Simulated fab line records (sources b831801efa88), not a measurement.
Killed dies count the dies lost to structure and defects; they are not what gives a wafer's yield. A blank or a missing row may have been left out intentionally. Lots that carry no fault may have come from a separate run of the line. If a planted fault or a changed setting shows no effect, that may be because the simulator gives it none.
Matching of chambers || flow gf180mcu || cmp-02 running GF_STI_CMP_25: 4 sister chambers
The step polishes, stops on Si3N4, t overpolish 33 s, target thk 524.6 nm. 16 wafers are shown with their chamber, then 8 later ones without.

EACH WAFER AND ITS CHAMBER
{"wafer": "L685.3", "chamber": 2, "motor-current-A (A)": 13.2, "time-to-endpoint-s (s)": 124, "overpolish-run-s (s)": 32.998}
{"wafer": "L685.5", "chamber": 1, "motor-current-A (A)": 12.6, "time-to-endpoint-s (s)": 120, "overpolish-run-s (s)": 32.998}
{"wafer": "L685.6", "chamber": 0, "motor-current-A (A)": 12.0, "time-to-endpoint-s (s)": 114, "overpolish-run-s (s)": 33.000}
{"wafer": "L686.2", "chamber": 2, "motor-current-A (A)": 12.9, "time-to-endpoint-s (s)": 126, "overpolish-run-s (s)": 32.998}
{"wafer": "L686.4", "chamber": 3, "motor-current-A (A)": 12.0, "time-to-endpoint-s (s)": 119, "overpolish-run-s (s)": 32.984}
{"wafer": "L686.5", "chamber": 2, "motor-current-A (A)": 13.1, "time-to-endpoint-s (s)": 129, "overpolish-run-s (s)": 33.003}
{"wafer": "L687.1", "chamber": 3, "motor-current-A (A)": 11.8, "time-to-endpoint-s (s)": 118, "overpolish-run-s (s)": 32.981}
{"wafer": "L687.2", "chamber": 2, "motor-current-A (A)": 13.6, "time-to-endpoint-s (s)": 127, "overpolish-run-s (s)": 33.005}
{"wafer": "L687.4", "chamber": 0, "motor-current-A (A)": 12.3, "time-to-endpoint-s (s)": 113, "overpolish-run-s (s)": 33.019}
{"wafer": "L690.2", "chamber": 0, "motor-current-A (A)": 12.2, "time-to-endpoint-s (s)": 117, "overpolish-run-s (s)": 32.997}
{"wafer": "L690.5", "chamber": 1, "motor-current-A (A)": 13.1, "time-to-endpoint-s (s)": 119, "overpolish-run-s (s)": 33.009}
{"wafer": "L690.6", "chamber": 2, "motor-current-A (A)": 13.6, "time-to-endpoint-s (s)": 125, "overpolish-run-s (s)": 33.008}
{"wafer": "L693.1", "chamber": 1, "motor-current-A (A)": 13.2, "time-to-endpoint-s (s)": 122, "overpolish-run-s (s)": 33.005}
{"wafer": "L693.2", "chamber": 3, "motor-current-A (A)": 12.0, "time-to-endpoint-s (s)": 123, "overpolish-run-s (s)": 32.986}
{"wafer": "L693.4", "chamber": 0, "motor-current-A (A)": 12.6, "time-to-endpoint-s (s)": 118, "overpolish-run-s (s)": 32.986}
{"wafer": "L694.1", "chamber": 1, "motor-current-A (A)": 12.7, "time-to-endpoint-s (s)": 123, "overpolish-run-s (s)": 32.993}

SIGNATURES (means of the wafers above)
{"reading": "motor-current-A", "chamber 0": 12.275, "chamber 1": 12.900, "chamber 2": 13.280, "chamber 3": 11.933, "scatter within a chamber": 0.268}
{"reading": "time-to-endpoint-s", "chamber 0": 115.50, "chamber 1": 121.00, "chamber 2": 126.20, "chamber 3": 120.00, "scatter within a chamber": 2.16}
{"reading": "overpolish-run-s", "chamber 0": 33.00050, "chamber 1": 33.00125, "chamber 2": 33.00240, "chamber 3": 32.98367, "scatter within a chamber": 0.0082}
Rule: a wafer lies at a distance from a chamber equal to the root of the sum of squares, over the readings, of (its reading less the chamber's mean, divided by the reading's scatter). The wafer belongs to the nearest chamber; if the next one is less than 2 further off, it can't be placed. The scatter: the root of (the sum of the squares of (reading less its chamber's mean) over the shown wafers, divided by (wafers less chambers)).

WAFERS MISSING THEIR CHAMBER
{"wafer": "L694.4", "motor-current-A (A)": 12.1, "time-to-endpoint-s (s)": 118, "overpolish-run-s (s)": 32.999}
{"wafer": "L694.6", "motor-current-A (A)": 12.9, "time-to-endpoint-s (s)": 124, "overpolish-run-s (s)": 33.010}
{"wafer": "L695.2", "motor-current-A (A)": 12.2, "time-to-endpoint-s (s)": 118, "overpolish-run-s (s)": 32.993}
{"wafer": "L695.3", "motor-current-A (A)": 12.8, "time-to-endpoint-s (s)": 121, "overpolish-run-s (s)": 32.990}
{"wafer": "L695.4", "motor-current-A (A)": 12.0, "time-to-endpoint-s (s)": 120, "overpolish-run-s (s)": 33.002}
{"wafer": "L696.4", "motor-current-A (A)": 12.3, "time-to-endpoint-s (s)": 128, "overpolish-run-s (s)": 32.993}
{"wafer": "L696.5", "motor-current-A (A)": 11.7, "time-to-endpoint-s (s)": 122, "overpolish-run-s (s)": 32.984}
{"wafer": "L696.6", "motor-current-A (A)": 13.1, "time-to-endpoint-s (s)": 128, "overpolish-run-s (s)": 33.014}

WHICH CHAMBER EACH ONE RAN IN
{"wafer": "L694.4", "from the rows above": "can't be placed: 0 or 3 or 1", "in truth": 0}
{"wafer": "L694.6", "from the rows above": "can't be placed: 1 or 2", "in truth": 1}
{"wafer": "L695.2", "from the rows above": "can't be placed: 0 or 3 or 1", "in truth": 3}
{"wafer": "L695.3", "from the rows above": "can't be placed: 1 or 3 or 2", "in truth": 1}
{"wafer": "L695.4", "from the rows above": "can't be placed: 3 or 0 or 1", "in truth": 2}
{"wafer": "L696.4", "from the rows above": "can't be placed: 2 or 1 or 3 or 0", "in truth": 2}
{"wafer": "L696.5", "from the rows above": 3, "in truth": 3}
{"wafer": "L696.6", "from the rows above": "can't be placed: 2 or 1", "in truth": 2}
1 of 8 placed correctly. Cannot be placed on the basis of these rows: 7; the candidates contain the true chamber in 6. Placed wrongly: 0.
